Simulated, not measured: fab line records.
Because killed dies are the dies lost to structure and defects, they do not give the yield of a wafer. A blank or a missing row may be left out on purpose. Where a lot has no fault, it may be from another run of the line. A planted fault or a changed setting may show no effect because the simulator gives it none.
Matching of chambers / flow gf180mcu / wetBench-01 running GF_STI_WET_ETCH_17: 4 sister chambers
The step etches Si3N4 in H3PO4, target depth 45 nm, time 514 s. 4 wafers are shown with their chamber, then 7 later ones without.

WAFERS WITH THEIR CHAMBER
wafer=L596.6; chamber=3; bathHeatDutyPct (%)=25
wafer=L597.5; chamber=2; bathHeatDutyPct (%)=32
wafer=L598.6; chamber=0; bathHeatDutyPct (%)=23
wafer=L599.3; chamber=1; bathHeatDutyPct (%)=26

WAFERS WHOSE CHAMBER IS MISSING
wafer=L599.5; bathHeatDutyPct (%)=28
wafer=L611.2; bathHeatDutyPct (%)=23
wafer=L611.5; bathHeatDutyPct (%)=22
wafer=L611.6; bathHeatDutyPct (%)=22
wafer=L614.2; bathHeatDutyPct (%)=24
wafer=L614.3; bathHeatDutyPct (%)=27
wafer=L614.5; bathHeatDutyPct (%)=27

CHAMBER TAKEN BY EACH
wafer=L599.5; from the rows above=can't be placed: 1 or 3 or 2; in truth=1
wafer=L611.2; from the rows above=can't be placed: 0 or 3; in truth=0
wafer=L611.5; from the rows above=can't be placed: 0 or 3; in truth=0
wafer=L611.6; from the rows above=can't be placed: 0 or 3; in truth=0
wafer=L614.2; from the rows above=can't be placed: 0 or 3 or 1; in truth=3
wafer=L614.3; from the rows above=can't be placed: 1 or 3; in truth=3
wafer=L614.5; from the rows above=can't be placed: 1 or 3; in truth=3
0 of 7 placed correctly. Can't be placed from these rows: 7 (the true chamber is among the candidates in 7). Number placed wrongly: 0.
How it was worked out, from the rows above alone: a wafer's distance from a chamber is the root of the sum, over the readings, of the square of ((its reading less the chamber's mean) divided by the reading's scatter). The wafer belongs to the nearest chamber; if the next one is less than 2 further off, it can't be placed. The mean given for a chamber averages the wafers shown for that chamber. The scatter (one wafer shown for each chamber): square how far every hidden wafer sits from the nearest shown wafer, average those squares and take the square root.
